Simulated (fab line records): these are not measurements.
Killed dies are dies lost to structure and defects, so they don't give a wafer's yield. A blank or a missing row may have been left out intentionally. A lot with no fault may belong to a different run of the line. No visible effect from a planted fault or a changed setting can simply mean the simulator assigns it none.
fab line records | flow sky130
record lots=5 wafers=15 lastDay=50
route steps=708 shown VIA3@588 METAL4@598 CAP2M@603 PAD_OPEN@708
lots untouched by any fault: they come from a run of this same line in which no faults occurred
startH: hours from the record's first day to the start of the lot's first wafer shown | waitH: time in hours since the lot's previous step | " as in the row above | L1.1+2: a row that stands for several wafers | - no value, or no start was given | * or withheld: withheld | < > ~ a bound
route shown NAME@n: NAME is a module with steps in the file, n the number in the route of the first one | usual: average and standard deviation across the fault-free wafers | same: alike in all rows | chamber/n: place in a boat | sites: each site's reading | _std_site: their standard deviation | _edge_site: inner sites' mean taken away from outer sites' mean | radiusMm: how far each site lies from the wafer's centre | mask NAME#n: copy n | behind: the most recent tool/chamber to have shaped the wafer | hold: the reason the lot was held/the length of the hold in hours/how it ended | device: which transistor (n, p or np) failed to switch | end of line: the same wafers' tests at the end of the route | step lacking rows: just its recipe | killed: not the wafer's yield, but the dies lost to structure and defects at the first sort | map: a wafer's dies, x killed, . not, _ none there
set.NAME: the setting the step ran with; set.NAME@STEP: the setting that earlier step ran with | model.NAME: the simulator's own value behind a step, which no gauge read
lots at some steps of the route; a table a step, a row a wafer
services: from which hour (startH, from the record's first day; less than 0 if before it) a tool's chamber was out of use, for how many hours, and why
## steps
# step SKY_VIA3_ETCH_15
# recipe target=SiO2 chemistry=C4F8/O2/Ar targetDepthNm=507 stopOn=TiN maskMaterial=KrF-thick sourceW=1480 biasW=1200 pressureMtorr=40 c4f8FlowSccm=withheld O2_flow_sccm=6 Ar_flow_sccm=300 timeS=78
# usual oesProductAu=0.945/0.0045
# columns lot.wafer tool chamber startH waitH oesProductAu rfHoursCounterH
L974.4 rieDiel-01 2 927.51 0.0 0.945 7
L974.5 " 3 " " 0.942 -
L974.6 " 2 " " 0.946 -
L982.1 rieDiel-02 2 996.10 0.0 0.942 25
L982.4 " 3 " " 0.949 17
L982.5 " 3 " " 0.956 -
L990.1 rieDiel-02 0 1044.80 0.0 0.941 18
L990.2 " 1 " " 0.946 22
L990.4 " 3 " " 0.952 18
L992.3 rieDiel-02 1 1055.60 0.0 0.949 22
L992.5 " 0 " " 0.947 -
L992.6 " 3 " " 0.947 -
L996.1 rieDiel-04 0 1073.62 0.0 0.943 27
L996.2 " 3 " " 0.939 26
L996.6 " 3 " " 0.936 -
# step SKY_VIA3_STRIP_16
# recipe chemistry=O2/N2 powerW=1400 pressureMtorr=1500 platenTempC=withheld o2FlowSccm=3000 n2FlowSccm=300 overashFraction=0.5
# step SKY_VIA3_STRIP_17
# recipe chemistry=postEtchResidueRemover timeS=1200 tempC=72.5
# step SKY_VIA3_CLEAN_18
# recipe chemistry=IPA timeS=180 tempC=25
# step SKY_VIA3_CLEAN_19
# recipe chemistry=O3/DIW dry=n2Spin
# step SKY_VIA3_SPUTTER_20
# recipe material=TiN targetThkNm=20 chamberPressurePa=5 powerW=4000 timeS=80
# usual chamberPressurePa=4.999/0.0097 throttleValvePct=29.8/0.96
# columns lot.wafer tool chamber startH waitH chamberPressurePa throttleValvePct
L974.4 pvdSputter-02 - 928.16 0.0 5.001 29.6
L974.5 " - " " 5.010 29.2
L974.6 " - " " 4.987 28.6
L982.1 pvdSputter-01 - 996.79 0.0 4.991 32.3
L982.4 " - " " 4.995 29.9
L982.5 " - " " 4.992 32.0
L990.1 pvdSputter-03 - 1045.46 0.0 4.993 30.0
L990.2 " - " " 5.009 28.5
L990.4 " - " " 4.997 29.4
L992.3 pvdSputter-01 - 1056.26 0.0 4.992 29.7
L992.5 " - " " 4.985 29.9
L992.6 " - " " 5.010 29.2
L996.1 pvdSputter-01 - 1074.27 0.0 5.003 29.2
L996.2 " - " " 4.992 30.8
L996.6 " - " " 4.990 30.0
# step SKY_VIA3_CVD_21
# recipe material=W targetThkNm=390 timeS=117.31 tempC=400 pressureTorr=40
# step SKY_VIA3_RS_MEAS_22
# recipe thkMeasGauge=four-point-probe reads=W_of_VIA3_CVD_21+TiN_of_VIA3_SPUTTER_20
# usual VIA3_W_RS=0.295/0.0033
# columns lot.wafer tool chamber startH waitH VIA3_W_RS[ohm/sq]
L974.4 filmMetro-01 - 928.41 0.1 0.295
L974.5 " - " " 0.295
L974.6 " - " " 0.293
L982.1 filmMetro-04 - 997.09 0.2 0.304
L982.4 " - " " 0.299
L982.5 " - " " 0.302
L990.1 filmMetro-01 - 1045.64 0.1 0.298
L990.2 " - " " 0.300
L990.4 " - " " 0.298
L992.3 filmMetro-04 - 1056.48 0.1 0.303
L992.5 " - " " 0.301
L992.6 " - " " 0.298
L996.1 filmMetro-04 - 1074.46 0.1 0.296
L996.2 " - " " 0.298
L996.6 " - " " 0.294
# step SKY_VIA3_THK_MEAS_23
# recipe thkMeasGauge=xrf reads=W_of_VIA3_CVD_21
# usual VIA3_W_THK=414/4.7
# columns lot.wafer tool chamber startH waitH VIA3_W_THK[nm]
L974.4 filmMetro-01 - 928.50 0.1 416
L974.5 " - " " 418
L974.6 " - " " 419
L982.1 filmMetro-04 - 997.21 0.1 408
L982.4 " - " " 420
L982.5 " - " " 415
L990.1 filmMetro-01 - 1045.76 0.1 407
L990.2 " - " " 409
L990.4 " - " " 411
L992.3 filmMetro-04 - 1056.58 0.1 406
L992.5 " - " " 411
L992.6 " - " " 412
L996.1 filmMetro-04 - 1074.58 0.1 417
L996.2 " - " " 416
L996.6 " - " " 420
# step SKY_VIA3_CMP_24
# recipe stopOn=SiO2 tOverpolishS=20 downForcePsi=3.5 platenRpm=60 targetThkNm=0 padVelocityMS=0.94248
# step SKY_METAL4_SPUTTER_00
# recipe material=Ti targetThkNm=15 powerW=3000 timeS=10 chamberPressurePa=0.4
# usual chamberPressurePa=0.4001/0.00084 throttleValvePct=29.9/0.91
# columns lot.wafer tool chamber startH waitH chamberPressurePa throttleValvePct
L974.4 pvdSputter-03 - 928.83 0.1 0.3995 29.4
L974.5 " - " " 0.3992 29.4
L974.6 " - " " 0.4006 29.9
L982.1 pvdSputter-04 - 997.57 0.1 0.3988 29.2
L982.4 " - " " 0.3998 31.4
L982.5 " - " " 0.4003 31.6
L990.1 pvdSputter-04 - 1046.12 0.1 0.4008 30.6
L990.2 " - " " 0.3989 29.2
L990.4 " - " " 0.4013 31.5
L992.3 pvdSputter-02 - 1056.92 0.2 0.3991 30.9
L992.5 " - " " 0.4002 29.3
L992.6 " - " " 0.4013 29.6
L996.1 pvdSputter-03 - 1074.94 0.1 0.4021 29.6
L996.2 " - " " 0.4013 28.2
L996.6 " - " " 0.3998 30.0
# step SKY_METAL4_SPUTTER_01
# recipe material=TiN targetThkNm=20 powerW=6500 timeS=16.7 chamberPressurePa=0.4
# step SKY_METAL4_SPUTTER_02
# recipe material=AlCu targetThkNm=735 powerW=10600 timeS=39.1 chamberPressurePa=0.4
# usual chamberPressurePa=0.4000/0.00085 throttleValvePct=29.9/0.92
# columns lot.wafer tool chamber startH waitH chamberPressurePa throttleValvePct model.AlCu_of_METAL4_SPUTTER_02.thkNm
L974.4 pvdSputter-03 - 928.88 0.0 0.4012 29.3 739.3
L974.5 " - " " 0.3996 29.6 738.6
L974.6 " - " " 0.4009 29.8 741.4
L982.1 pvdSputter-04 - 997.62 0.0 0.3997 29.4 719.7
L982.4 " - " " 0.4011 31.4 724.9
L982.5 " - " " 0.4003 31.7 721.6
L990.1 pvdSputter-04 - 1046.17 0.0 0.3996 30.7 729.6
L990.2 " - " " 0.3302 32.4 748
L990.4 " - " " 0.3996 31.6 725.5
L992.3 pvdSputter-02 - 1056.97 0.0 0.4006 30.8 739.5
L992.5 " - " " 0.3995 29.2 724.4
L992.6 " - " " 0.3993 29.6 728.8
L996.1 pvdSputter-03 - 1074.98 0.0 0.3996 29.5 748.1
L996.2 " - " " 0.4002 28.7 735.2
L996.6 " - " " 0.4004 30.1 722
# step SKY_METAL4_SPUTTER_03
# recipe material=Ti targetThkNm=5 powerW=3000 timeS=3.3 chamberPressurePa=0.4
# step SKY_METAL4_SPUTTER_04
# recipe material=TiN targetThkNm=70 powerW=6500 timeS=58.3 chamberPressurePa=0.4
# step SKY_CAP2M_CVD_00
# recipe material=SiO2 targetThkNm=15.5 tempC=400 timeS=withheld rfW=450
# step SKY_CAP2M_THK_MEAS_01
# recipe reads=SiO2_of_CAP2M_CVD_00
# usual CAP2M_CVD_00_THK=15.54/0.24
# columns lot.wafer tool chamber startH waitH CAP2M_CVD_00_THK[nm]
L974.4 filmMetro-03 - 929.03 - 15.47
L974.5 " - " " 15.66
L974.6 " - " " 15.89
L982.1 filmMetro-02 - 997.75 - 15.22
L982.4 " - " " 15.37
L982.5 " - " " 15.47
L990.1 filmMetro-03 - 1046.30 - 15.86
L990.2 " - " " 15.36
L990.4 " - " " 16.16
L992.3 filmMetro-03 - 1057.12 - 15.57
L992.5 " - " " 15.60
L992.6 " - " " 15.66
L996.1 filmMetro-03 - 1075.11 - 15.39
L996.2 " - " " 15.15
L996.6 " - " " 15.70
# step SKY_CAP2M_SPUTTER_02
# recipe material=TiN targetThkNm=200 tempC=300 powerW=6500 timeS=166.7 chamberPressurePa=0.4
# usual chamberPressurePa=0.4000/0.00074 throttleValvePct=30.3/1
# columns lot.wafer tool chamber startH waitH chamberPressurePa throttleValvePct
L974.4 pvdSputter-02 - 929.06 0.0 0.4000 29.5
L974.5 " - " " 0.3998 29.5
L974.6 " - " " 0.4001 28.8
L982.1 pvdSputter-02 - 997.81 0.1 0.4003 29.5
L982.4 " - " " 0.4014 29.2
L982.5 " - " " 0.3990 29.3
L990.1 pvdSputter-01 - 1046.36 0.1 0.4011 32.4
L990.2 " - " " 0.3992 30.8
L990.4 " - " " 0.3994 30.3
L992.3 pvdSputter-04 - 1057.16 0.0 0.4006 30.5
L992.5 " - " " 0.3995 30.6
L992.6 " - " " 0.4007 30.0
L996.1 pvdSputter-04 - 1075.17 0.1 0.3990 29.8
L996.2 " - " " 0.4004 29.0
L996.6 " - " " 0.4002 31.4
# step SKY_CAP2M_RS_MEAS_03
# recipe thkMeasGauge=four-point-probe reads=TiN_of_CAP2M_SPUTTER_02
# usual CAP2M_TIN_RS=6.88/0.064
# columns lot.wafer tool chamber startH waitH CAP2M_TIN_RS[ohm/sq]
L974.4 filmMetro-04 - 929.23 0.1 6.79
L974.5 " - " " 6.80
L974.6 " - " " 6.91
L982.1 filmMetro-04 - 997.92 0.1 6.88
L982.4 " - " " 6.90
L982.5 " - " " 6.87
L990.1 filmMetro-04 - 1046.46 0.1 6.87
L990.2 " - " " 6.93
L990.4 " - " " 6.82
L992.3 filmMetro-04 - 1057.31 0.1 6.91
L992.5 " - " " 6.84
L992.6 " - " " 6.94
L996.1 filmMetro-04 - 1075.28 0.1 6.90
L996.2 " - " " 6.76
L996.6 " - " " 6.87
# step SKY_CAP2M_THK_MEAS_04
# recipe thkMeasGauge=xrf reads=TiN_of_CAP2M_SPUTTER_02
# usual CAP2M_TIN_THK=196.2/2
# columns lot.wafer tool chamber startH waitH CAP2M_TIN_THK[nm]
L974.4 filmMetro-04 - 929.32 0.1 199.1
L974.5 " - " " 199.7
L974.6 " - " " 195.5
L982.1 filmMetro-04 - 998.04 0.1 197.0
L982.4 " - " " 195.9
L982.5 " - " " 196.4
L990.1 filmMetro-04 - 1046.58 0.1 196.8
L990.2 " - " " 195.0
L990.4 " - " " 197.7
L992.3 filmMetro-04 - 1057.41 0.1 195.8
L992.5 " - " " 197.9
L992.6 " - " " 193.7
L996.1 filmMetro-04 - 1075.40 0.1 196.5
L996.2 " - " " 200.2
L996.6 " - " " 196.2
# step SKY_CAP2M_DEHYDRATE_05
# recipe tempC=200 timeS=60
# step SKY_CAP2M_HMDS_06
# recipe primeTimeS=60 primeTempC=120
# step SKY_CAP2M_COAT_07
# recipe resist=NOVOLAK spinRpm=3000 resistThkNm=1140
# step SKY_CAP2M_SOFTBAKE_08
# recipe tempC=90 timeS=60 resist=NOVOLAK
# step SKY_CAP2M_EXPOSE_09
# recipe maskId=CAP2M na=0.6 sourceShape=conventional sigmaOuter=0.6 polarization=unpolarized targetCdNm=1000 doseMj=159
# step SKY_CAP2M_PEB_10
# recipe tempC=withheld timeS=* resist=NOVOLAK
# step SKY_CAP2M_DEVELOP_11
# recipe resist=NOVOLAK developer=TMAH developTimeS=60 devTempC=23
# step SKY_CAP2M_OVL_MEAS_12
# usual CAP2M_OVL=0.8/1.4
# columns lot.wafer tool chamber startH waitH CAP2M_OVL[nm]
L974.4 overlay-01 - 955.09 0.1 -0.8
L974.5 " - " " -1.2
L974.6 " - " " -2.0
L982.1 overlay-02 - 1020.42 0.1 -0.9
L982.4 " - " " -1.0
L982.5 " - " " 0.2
L990.1 overlay-01 - 1068.26 0.1 0.1
L990.2 " - " " 1.4
L990.4 " - " " 0.8
L992.3 overlay-01 - 1078.78 0.1 0.7
L992.5 " - " " -0.6
L992.6 " - " " -0.9
L996.1 overlay-01 - 1095.97 0.1 -1.4
L996.2 " - " " 0.1
L996.6 " - " " -1.5
# step SKY_CAP2M_METAL_ETCH_13
# recipe targetDepthNm=220 stopOn=SiO2 chemistry=Cl2/BCl3 target=TiN pressureMtorr=10 icpW=869.6 biasW=48.5 Cl2_flow_sccm=60 bcl3FlowSccm=30 timeS=62.9
# step SKY_CAP2M_STRIP_14
# recipe chemistry=O2/N2 powerW=1400 pressureMtorr=1500 platenTempC=withheld o2FlowSccm=3000 n2FlowSccm=300 overashFraction=0.5
# usual drypumpMotorCurrentA=5.5/0.47 oesProductAu=0.710/0.0047 stripTimeToEndpointS=12.70/0.043
# columns lot.wafer tool chamber startH waitH drypumpMotorCurrentA oesProductAu rfHoursCounterH stripTimeToEndpointS
L974.4 plasmaAsher-04 0 955.22 0.1 5.0 0.710 - 12.79
L974.5 " 1 " " 5.6 0.708 - 12.73
L974.6 " 0 " " 5.1 0.704 - 12.75
L982.1 plasmaAsher-04 0 1020.53 0.1 5.1 0.715 117 12.65
L982.4 " 0 " " 5.1 0.703 - 12.68
L982.5 " 0 " " 5.0 0.707 - 12.69
L990.1 plasmaAsher-04 0 1068.37 0.1 5.1 0.706 0 12.70
L990.2 " 1 " " 5.7 0.711 0 12.68
L990.4 " 1 " " 5.6 0.713 - 12.68
L992.3 plasmaAsher-01 1 1078.92 0.1 6.5 0.707 - 12.67
L992.5 " 0 " " 5.3 0.705 - 12.73
L992.6 " 1 " " 6.5 0.702 - 12.75
L996.1 plasmaAsher-01 0 1096.08 0.1 5.3 0.714 95 12.65
L996.2 " 1 " " 6.5 0.710 95 12.67
L996.6 " 1 " " 6.5 0.706 - 12.69
# step SKY_CAP2M_STRIP_15
# recipe chemistry=postEtchResidueRemover timeS=1200 tempC=72.5
# step SKY_CAP2M_CLEAN_16
# recipe chemistry=IPA timeS=180 tempC=25
# step SKY_CAP2M_CLEAN_17
# recipe chemistry=O3/DIW dry=n2Spin
# step SKY_METAL4_DEHYDRATE_05
# recipe tempC=200 timeS=60
# step SKY_METAL4_HMDS_06
# recipe primeTimeS=60 primeTempC=120
# step SKY_METAL4_COAT_07
# recipe resist=BARC tempC=withheld timeS=withheld spinRpm=3000 resistThkNm=60
# step SKY_METAL4_COAT_08
# recipe resist=KrF-thick spinRpm=3000 resistThkNm=1140
# step SKY_METAL4_SOFTBAKE_09
# recipe tempC=100 timeS=90 resist=KrF-thick
# step SKY_METAL4_EXPOSE_10
# recipe maskId=MM4 na=0.68 sourceShape=annular sigmaInner=0.4 sigmaOuter=0.8 targetCdNm=300 doseMj=28
# step SKY_METAL4_PEB_11
# recipe pebTempC=withheld pebTimeS=withheld resist=KrF-thick
# step SKY_METAL4_DEVELOP_12
# recipe developTimeS=62.52 resist=KrF-thick devTempC=21
# step SKY_METAL4_CD_MEAS_13
# recipe targetCdNm=300
# usual cdNm=300.1/1.3
# columns lot.wafer tool chamber startH waitH cdNm
L974.4 cdSem-01 - 980.33 - 300.0
L974.5 " - " " 300.4
L974.6 " - " " 300.0
L982.1 cdSem-02 - 1042.62 - 302.1
L982.4 " - " " 301.7
L982.5 " - " " 300.5
L990.1 cdSem-02 - 1089.82 - 300.3
L990.2 " - " " 299.5
L990.4 " - " " 299.6
L992.3 cdSem-01 - 1100.66 - 301.5
L992.5 " - " " 301.6
L992.6 " - " " 300.9
L996.1 cdSem-01 - 1116.52 - 299.8
L996.2 " - " " 299.6
L996.6 " - " " 299.9
# step SKY_METAL4_METAL_ETCH_18
# recipe targetDepthA=8450 stopOn=SiO2 overEtchFrac=0.3 timeS=183.1 chemistry=Cl2/BCl3 resistSidewallDeg=88 pressureMtorr=10 icpW=900 biasW=48.5 Cl2_flow_sccm=60 bcl3FlowSccm=30
# usual drypumpMotorCurrentA=5.4/0.36 oesProductAu=0.865/0.0059 throttleValvePct=22.264/0.0094
# columns lot.wafer tool chamber startH waitH drypumpMotorCurrentA oesProductAu rfHoursCounterH throttleValvePct model.etch.depthNm model.METAL4.featureDepthNm
L974.4 rieMetal-01 1 980.63 0.1 5.3 0.867 - 22.255 869.7 869.7
L974.5 " 0 " " 5.4 0.870 - 22.266 867.8 867.8
L974.6 " 1 " " 5.2 0.865 - 22.263 872 872
L982.1 rieMetal-01 1 1043.05 0.0 5.2 0.853 20 22.267 848.8 848.8
L982.4 " 1 " " 5.2 0.856 - 22.254 853.8 853.8
L982.5 " 1 " " 5.2 0.859 - 22.279 850.1 850.1
L990.1 rieMetal-02 1 1090.12 0.0 5.3 0.861 15 22.249 861.5 861.5
L990.2 " 0 " " 6.3 0.867 0 22.268 878.4 878.4
L990.4 " 1 " " 5.3 0.863 - 22.264 856.1 856.1
L992.3 rieMetal-02 0 1100.98 0.1 6.3 0.866 - 22.254 869.5 869.5
L992.5 " 1 " " 5.3 0.863 - 22.270 853.9 853.9
L992.6 " 0 " " 6.3 0.863 - 22.279 859 859
L996.1 rieMetal-01 1 1116.95 0.0 5.2 0.871 26 22.278 878.6 878.6
L996.2 " 0 " " 5.4 0.870 20 22.281 866.2 866.2
L996.6 " 1 " " 5.2 0.857 - 22.249 853.9 853.9
# step SKY_PAD_OPEN_PROBE_99
# usual defectLimitedYield=82.5/1.9 killed_at_M0_to_M3=42/7.2 killed_at_M4_up=3.5/1.8 killedAtContacts=25/5.7 killedAtFrontEnd=16/4.6 killedAtOther=0.2/0.41 killedDies=86/9.3 killedOpen=47/6.3 killedShort=39/5.9 sort_bin_3_pad_short=0.9/0.44 sort_bin_5_function=10.3/1.5 sort_bin_6_memory=6.3/1 sortNPass=406/9.3 sortYieldPct=82.5/1.9
# same grossDies=492 killedAtBackSide=0 sort_bin_4_leakage[%]=0 sort_bin_8_speed[%]=0
# columns lot.wafer tool chamber startH waitH defectLimitedYield[%] killed_at_M0_to_M3 killed_at_M4_up killedAtContacts killedAtFrontEnd killedAtOther killedDies killedOpen killedShort sort_bin_3_pad_short[%] sort_bin_5_function[%] sort_bin_6_memory[%] sortNPass sortYieldPct[%] model.etest.met4.lineOhmUm model.etest.met4.rsOhmSq
L974.4 prober-02 - 1077.58 0.2 85.8 35 2 17 16 0 70 38 32 0 9.3 4.9 422 85.8 0.1423 0.04274
L974.5 prober-02 - 1077.63 0.2 83.5 48 0 21 12 0 81 42 39 1.6 8.7 6.1 411 83.5 0.1418 0.04243
L974.6 prober-02 - 1077.68 0.2 85.2 39 3 22 9 0 73 44 29 0.2 8.3 6.3 419 85.2 0.1415 0.04229
L982.1 prober-01 - 1131.63 0.1 81.3 37 6 35 13 1 92 51 41 1.2 10.4 7.1 400 81.3 0.1459 0.04385
L982.4 prober-01 - 1131.78 0.2 83.3 33 9 30 10 0 82 45 37 1.0 9.8 5.9 410 83.3 0.1442 0.04312
L982.5 prober-01 - 1131.83 0.2 78.3 40 5 33 29 0 107 56 51 1.4 13.2 7.1 385 78.3 0.1465 0.0435
L990.1 prober-01 - 1171.65 0.1 80.7 45 3 34 13 0 95 52 43 0.8 12.6 5.9 397 80.7 0.1401 0.04282
L990.2 prober-01 - 1171.70 0.1 81.7 45 5 25 15 0 90 43 47 0.6 11.6 6.1 402 81.7 0.1426 0.04171
L990.4 prober-01 - 1171.80 0.2 82.5 38 5 30 13 0 86 49 37 0.8 11.0 5.7 406 82.5 0.1422 0.04331
L992.3 prober-01 - 1182.12 0.2 83.1 43 4 22 13 1 83 40 43 1.0 10.0 5.9 409 83.1 0.1457 0.04274
L992.5 prober-01 - 1182.22 0.2 82.3 43 3 33 7 1 87 42 45 0.8 10.0 6.9 405 82.3 0.142 0.04339
L992.6 prober-01 - 1182.27 0.2 82.3 43 5 24 15 0 87 44 43 1.2 11.8 4.7 405 82.3 0.1451 0.04329
L996.1 prober-01 - 1193.59 0.1 84.1 31 3 27 17 0 78 41 37 0.2 8.9 6.7 414 84.1 0.1407 0.04215
L996.2 prober-01 - 1193.64 0.1 81.9 46 0 28 15 0 89 50 39 0.8 10.8 6.5 403 81.9 0.1409 0.04266
L996.6 prober-01 - 1193.84 0.2 84.6 40 3 23 10 0 76 45 31 0.8 8.9 5.7 416 84.6 0.1452 0.04392
# killed by level:class
L974.4 VIA2:geometricParticle:open=10 CONTACT:geometricParticle:open=8 FIELD_ISO:geometricParticle:short=6 VIA3:geometricParticle:open=6 VIA1:geometricParticle:open=5 POLY_GATE:geometricParticle:short=4 LI_CONTACT:geometricParticle:short=4 METAL2:geometricParticle:short=4
L974.5 CONTACT:geometricParticle:open=11 METAL1:geometricParticle:short=8 VIA1:geometricParticle:open=7 VIA3:geometricParticle:open=7 VIA2:geometricParticle:open=6 VIA1:geometricParticle:short=6 LI_CONTACT:geometricParticle:open=5 VIA2:geometricParticle:short=5
L974.6 VIA1:geometricParticle:open=9 CONTACT:geometricParticle:open=7 VIA2:geometricParticle:open=7 LI_CONTACT:geometricParticle:open=6 LOCAL_INTERCONNECT:geometricParticle:short=5 VIA2:geometricParticle:short=5 METAL3:geometricParticle:short=4 VIA3:geometricParticle:open=4
L982.1 CONTACT:geometricParticle:open=14 CONTACT:geometricParticle:short=9 VIA1:geometricParticle:open=9 LI_CONTACT:geometricParticle:open=8 METAL1:geometricParticle:short=7 VIA3:geometricParticle:open=5 VIA2:geometricParticle:open=5 FIELD_ISO:geometricParticle:short=4
L982.4 LI_CONTACT:geometricParticle:open=9 CONTACT:geometricParticle:open=9 METAL4:geometricParticle:short=8 VIA1:geometricParticle:open=7 VIA1:geometricParticle:short=6 VIA3:geometricParticle:open=6 CONTACT:geometricParticle:short=5 VIA2:geometricParticle:open=5
L982.5 CONTACT:geometricParticle:open=14 POLY_GATE:geometricParticle:short=10 VIA3:geometricParticle:open=7 VIA1:geometricParticle:open=7 FIELD_ISO:geometricParticle:open=6 FIELD_ISO:geometricParticle:short=6 POLY_GATE:geometricParticle:open=5 LI_CONTACT:geometricParticle:open=5
L990.1 CONTACT:geometricParticle:open=14 VIA1:geometricParticle:open=13 LI_CONTACT:geometricParticle:open=7 VIA1:geometricParticle:short=7 VIA2:geometricParticle:open=7 CONTACT:geometricParticle:short=6 METAL2:geometricParticle:short=6 FIELD_ISO:geometricParticle:short=4
L990.2 VIA2:geometricParticle:open=8 VIA3:geometricParticle:open=7 VIA1:geometricParticle:open=7 LI_CONTACT:geometricParticle:short=6 LI_CONTACT:geometricParticle:open=6 CONTACT:geometricParticle:open=6 VIA1:geometricParticle:short=6 VIA3:geometricParticle:short=6
L990.4 LI_CONTACT:geometricParticle:open=10 CONTACT:geometricParticle:open=9 VIA3:geometricParticle:open=7 VIA3:geometricParticle:short=7 VIA1:geometricParticle:open=6 VIA2:geometricParticle:open=6 POLY_GATE:geometricParticle:open=5 POLY_GATE:geometricParticle:short=4
L992.3 VIA1:geometricParticle:open=10 LOCAL_INTERCONNECT:geometricParticle:short=7 VIA2:geometricParticle:short=6 FIELD_ISO:geometricParticle:short=5 LI_CONTACT:geometricParticle:open=5 VIA1:geometricParticle:short=5 VIA2:geometricParticle:open=5 LI_CONTACT:geometricParticle:short=4
L992.5 VIA1:geometricParticle:open=10 CONTACT:geometricParticle:open=9 LOCAL_INTERCONNECT:geometricParticle:short=9 METAL1:geometricParticle:short=9 LI_CONTACT:geometricParticle:open=6 METAL2:geometricParticle:short=6 VIA2:geometricParticle:open=6 CONTACT:geometricParticle:short=5
L992.6 VIA1:geometricParticle:open=10 CONTACT:geometricParticle:open=8 METAL2:geometricParticle:short=7 VIA2:geometricParticle:open=6 LI_CONTACT:geometricParticle:open=5 METAL1:geometricParticle:short=5 VIA2:geometricParticle:short=5 POLY_GATE:geometricParticle:open=4
L996.1 CONTACT:geometricParticle:open=11 LI_CONTACT:geometricParticle:open=8 FIELD_ISO:geometricParticle:short=6 VIA1:geometricParticle:open=6 VIA2:geometricParticle:open=6 METAL2:geometricParticle:short=5 POLY_GATE:geometricParticle:open=4 LOCAL_INTERCONNECT:geometricParticle:short=4
L996.2 VIA1:geometricParticle:open=13 CONTACT:geometricParticle:open=13 VIA3:geometricParticle:open=6 LI_CONTACT:geometricParticle:open=6 METAL1:geometricParticle:short=6 METAL2:geometricParticle:short=6 FIELD_ISO:geometricParticle:short=5 LOCAL_INTERCONNECT:geometricParticle:short=5
L996.6 VIA2:geometricParticle:open=9 LI_CONTACT:geometricParticle:open=8 CONTACT:geometricParticle:open=8 VIA1:geometricParticle:short=6 VIA1:geometricParticle:open=6 VIA3:geometricParticle:open=6 LI_CONTACT:geometricParticle:short=3 METAL1:geometricParticle:short=3
## services
# columns tool chamber startH hours kind
pvdSputter-02 - 908.89 0.5 repair
pvdSputter-04 - 911.27 3.2 repair
rieDiel-02 - 915.39 0.5 repair
plasmaAsher-01 - 927.34 2.8 pm
rieDiel-02 3 939.45 8.9 repair
plasmaAsher-01 - 943.35 0.6 repair
pvdSputter-02 - 947.51 4.0 repair
pvdSputter-03 - 967.76 2.9 repair
pvdSputter-01 - 981.76 1.7 repair
pvdSputter-04 - 1011.22 2.6 repair
rieDiel-01 0 1015.19 13.5 repair
plasmaAsher-04 - 1015.52 3.1 repair
pvdSputter-03 - 1016.37 3.0 repair
rieMetal-01 0 1033.46 1.9 repair
rieMetal-01 0 1042.65 16.9 repair
rieDiel-02 - 1045.57 0.1 repair
rieMetal-01 1 1048.55 8.3 repair
pvdSputter-04 - 1052.56 0.5 repair
plasmaAsher-04 - 1055.25 9.0 pm
pvdSputter-02 - 1067.27 2.5 repair
rieMetal-01 - 1068.86 2.8 pm
plasmaAsher-01 - 1087.22 3.9 repair
plasmaAsher-04 - 1091.35 8.5 repair
pvdSputter-03 - 1107.75 6.8 repair
## key
firstSign step=SKY_METAL4_SPUTTER_02 reading=chamberPressurePa direction=down sigmas=83 usual=0.4000 struck=0.3302
effect none on later readings
modelEffect step=SKY_METAL4_SPUTTER_02 value=AlCu_of_METAL4_SPUTTER_02.thkNm without=720.4 struck=748
modelEffect step=SKY_METAL4_METAL_ETCH_18 value=etch.depthNm without=850.8 struck=878.4
modelEffect step=SKY_PAD_OPEN_PROBE_99 value=etest.met4.lineOhmUm without=0.1481 struck=0.1426
metAt SKY_METAL4_SPUTTER_02
struckWafers L990.2
onsetBetween 997.62 1046.17
fault kind=processParameterDrift tool=pvdSputter-04 chamber=- onsetH=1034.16 steps=SKY_METAL4_SPUTTER_02 channel=chamberPressurePa offset=-0.069953 shape=step endH=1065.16 actsIn=theseRecipesOnly stated=0.4 scope=struckWafersOnly
